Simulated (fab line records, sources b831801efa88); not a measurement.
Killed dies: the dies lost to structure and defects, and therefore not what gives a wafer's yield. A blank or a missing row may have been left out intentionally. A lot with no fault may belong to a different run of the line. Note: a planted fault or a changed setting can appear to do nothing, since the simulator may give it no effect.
Which tool did it?    flow sfq-line    15 lots with 45 wafers sampled at 4 steps, on a route of 325 steps

WHAT THE GAUGES READ, wafer by wafer
The record lacks any reading of a measuring or inspecting step that a usual standard deviation could be used to judge.

WHAT TOOL EACH LOT RAN ON (gives the tool, then ch and the chambers of the sampled wafers, and finally the start)
lot   SFQ_TRILAYER_I5_BARC_OPEN_VIA_ETCH_200  SFQ_TRILAYER_I6_VIA_STRIP_STRIP_173  SFQ_TRILAYER_M7_STRIP_STRIP_181    SFQ_TRILAYER_I7_CMP_CMP_184
L900  rie-diel-01 ch 0,2, day 52 12:29        rie-metal-01 ch 0,1, day 58 16:52    rie-metal-02 ch 0,1, day 62 17:19  cmp-02 ch 0,3, day 63 04:53
L901  rie-diel-04 ch 0,1, day 52 13:41        rie-metal-01 ch 0,1, day 58 19:16    rie-metal-04 ch 0,1, day 62 20:55  cmp-01 ch 0,1,2, day 63 09:41
L902  rie-diel-01 ch 1,2, day 52 16:05        rie-metal-01 ch 0,1, day 59 01:04    rie-metal-03 ch 0, day 63 05:18    cmp-02 ch 0,1,2, day 63 17:53
L907  rie-diel-03 ch 0,1, day 53 10:05        rie-metal-03 ch 0,1, day 64 07:29    rie-metal-02 ch 0,1, day 68 11:13  cmp-02 ch 1,2,3, day 68 14:01
L908  rie-diel-04 ch 1,2,3, day 53 17:32      rie-metal-01 ch 0,1, day 64 09:48    rie-metal-04 ch 1, day 68 12:25    cmp-01 ch 0,2,3, day 68 16:49
L909  rie-diel-03 ch 0,1,2, day 53 19:56      rie-metal-04 ch 0,1, day 64 11:00    rie-metal-02 ch 0,1, day 68 13:37  cmp-01 ch 1,2,3, day 68 18:49
L910  rie-diel-01 ch 2,3, day 55 04:20        rie-metal-01 ch 0,1, day 64 12:12    rie-metal-03 ch 0,1, day 68 14:49  cmp-01 ch 0,1, day 68 21:49
L911  rie-diel-03 ch 0,2, day 61 21:37        rie-metal-03 ch 0,1, day 64 13:24    rie-metal-02 ch 0,1, day 68 16:01  cmp-02 ch 1,2, day 68 22:55
L912  rie-diel-04 ch 2,3, day 61 22:49        rie-metal-04 ch 1, day 65 23:23      rie-metal-04 ch 0,1, day 68 20:49  cmp-02 ch 0,2,3, day 69 04:55
L913  rie-diel-03 ch 0,2, day 62 00:01        rie-metal-01 ch 0,1, day 67 13:25    rie-metal-03 ch 0,1, day 68 22:01  cmp-01 ch 0,2, day 69 07:19
L914  rie-diel-01 ch 0,1,2, day 68 22:07      rie-metal-01 ch 0, day 73 13:22      rie-metal-04 ch 0,1, day 74 17:37  cmp-02 ch 0,2,3, day 74 19:16
L916  rie-diel-03 ch 2,3, day 69 01:33        rie-metal-03 ch 0,1, day 73 15:50    rie-metal-03 ch 0,1, day 74 20:38  cmp-02 ch 0,1,2, day 75 01:16
L920  rie-diel-03 ch 0,1,2, day 69 07:33      rie-metal-04 ch 1, day 74 06:53      rie-metal-02 ch 0,1, day 75 02:34  cmp-02 ch 1,2,3, day 75 09:16
L921  rie-diel-04 ch 0,3, day 69 08:45        rie-metal-04 ch 1, day 74 09:17      rie-metal-04 ch 0,1, day 75 04:58  cmp-02 ch 1,2, day 75 12:16
L922  rie-diel-03 ch 0,1, day 69 13:39        rie-metal-04 ch 1, day 74 11:53      rie-metal-03 ch 0,1, day 75 07:22  cmp-01 ch 1,3, day 75 13:55
- SFQ_TRILAYER_I5_BARC_OPEN_VIA_ETCH_200: etches BARC in O2, target depth 125 nm, time 41.7 s.
- SFQ_TRILAYER_I6_VIA_STRIP_STRIP_173: strips in O2.
- SFQ_TRILAYER_M7_STRIP_STRIP_181: strips in O2.
- SFQ_TRILAYER_I7_CMP_CMP_184: polishes SiO2.

AS READ BY THE TOOLS THEMSELVES (means over the sampled wafers that have a number; for cases with no such wafer, the mark the record gives instead)
SFQ_TRILAYER_I5_BARC_OPEN_VIA_ETCH_200. Usual: drypump-motor-current-A 5.7 A, standard deviation 0.62; oes-product-au 0.685 a.u., standard deviation 0.0048.
lot   tool         drypump-motor-current-A (A)  oes-product-au (a.u.)  flag
L900  rie-diel-01  6.1                          0.685                  
L901  rie-diel-04  5.7                          0.686                  
L902  rie-diel-01  4.9                          0.687                  
L907  rie-diel-03  5.9                          0.681                  
L908  rie-diel-04  5.7                          0.688                  
L909  rie-diel-03  6.1                          0.686                  
L910  rie-diel-01  5.0                          0.684                  
L911  rie-diel-03  6.3                          0.684                  
L912  rie-diel-04  5.9                          0.683                  
L913  rie-diel-03  6.4                          0.688                  
L914  rie-diel-01  5.5                          0.685                  
L916  rie-diel-03  5.5                          0.684                  
L920  rie-diel-03  6.1                          0.686                  
L921  rie-diel-04  5.9                          0.686                  
L922  rie-diel-03  5.9                          0.682                  

SFQ_TRILAYER_I6_VIA_STRIP_STRIP_173. Usual: drypump-motor-current-A 5.81 A, standard deviation 0.22; oes-product-au 1.006 a.u., standard deviation 0.008.
lot   tool          drypump-motor-current-A (A)  oes-product-au (a.u.)  flag
L900  rie-metal-01  5.76                         1.015                  
L901  rie-metal-01  5.73                         1.007                  
L902  rie-metal-01  5.75                         1.011                  
L907  rie-metal-03  6.06                         1.008                  
L908  rie-metal-01  5.76                         1.011                  
L909  rie-metal-04  5.92                         1.000                  
L910  rie-metal-01  5.72                         1.005                  
L911  rie-metal-03  5.80                         1.004                  
L912  rie-metal-04  5.71                         0.998                  
L913  rie-metal-01  5.77                         1.004                  
L914  rie-metal-01  5.78                         1.010                  
L916  rie-metal-03  6.05                         1.015                  
L920  rie-metal-04  5.71                         1.005                  
L921  rie-metal-04  5.71                         1.000                  
L922  rie-metal-04  5.72                         1.006                  

SFQ_TRILAYER_M7_STRIP_STRIP_181. Usual: drypump-motor-current-A 5.9 A, standard deviation 0.46; oes-product-au 1.005 a.u., standard deviation 0.0089.
lot   tool          drypump-motor-current-A (A)  oes-product-au (a.u.)  flag
L900  rie-metal-02  5.6                          1.012                  
L901  rie-metal-04  6.1                          1.015                  
L902  rie-metal-03  5.5                          1.006                  
L907  rie-metal-02  6.1                          1.010                  
L908  rie-metal-04  5.7                          1.011                  
L909  rie-metal-02  6.1                          1.013                  
L910  rie-metal-03  5.8                          1.009                  
L911  rie-metal-02  6.1                          1.008                  
L912  rie-metal-04  6.1                          1.001                  
L913  rie-metal-03  5.8                          1.002                  
L914  rie-metal-04  6.1                          0.999                  
L916  rie-metal-03  6.1                          1.010                  
L920  rie-metal-02  5.6                          1.005                  
L921  rie-metal-04  5.9                          1.001                  
L922  rie-metal-03  6.0                          1.006                  

SFQ_TRILAYER_I7_CMP_CMP_184. Usual: head-pressure-psi 3.000 psi, standard deviation 0.0068; motor-current-A 10.3 A, standard deviation 0.84; time-to-endpoint-s 216 s, standard deviation 7.2.
lot   tool    head-pressure-psi (psi)  motor-current-A (A)  time-to-endpoint-s (s)  flag
L900  cmp-02  3.001                    10.3                 201                     
L901  cmp-01  2.999                    10.9                 214                     
L902  cmp-02  2.997                    9.9                  208                     
L907  cmp-02  2.993                    9.6                  212                     
L908  cmp-01  3.002                    10.9                 215                     
L909  cmp-01  2.379                    9.2                  281                     OFF
L910  cmp-01  2.386                    9.7                  271                     OFF
L911  cmp-02  3.000                    9.3                  218                     
L912  cmp-02  2.999                    10.0                 215                     
L913  cmp-01  2.375                    9.4                  280                     OFF
L914  cmp-02  2.999                    10.2                 223                     
L916  cmp-02  3.002                    9.8                  224                     
L920  cmp-02  3.002                    9.6                  216                     
L921  cmp-02  3.001                    9.2                  223                     
L922  cmp-01  2.995                    11.3                 217                     

THE ANSWER, worked out from the rows above alone
Rule: a lot is off if the mean of its wafers that have a number lies more than 3 standard deviations from the usual mean. A lot without any number at a reading at which 4 lots or more have one is off too. Where the step has rows for the other lots, those lots are counted as sound. First the gauges in route order, then the tools' own readings, where a lot's mean is used as printed above. At the first step where some lot is off, the reading lying furthest off is the one used; lots without a number count as furthest.
Off: L909, L910, L913 (SFQ_TRILAYER_I7_CMP_CMP_184, head-pressure-psi).
If a tool, at that step or one of the process steps before it, ran each lot that is off and ran no sound lot following the first of them, it fits. None of those tried fits.

WHAT HAD BEEN PUT IN BY THE SIMULATOR
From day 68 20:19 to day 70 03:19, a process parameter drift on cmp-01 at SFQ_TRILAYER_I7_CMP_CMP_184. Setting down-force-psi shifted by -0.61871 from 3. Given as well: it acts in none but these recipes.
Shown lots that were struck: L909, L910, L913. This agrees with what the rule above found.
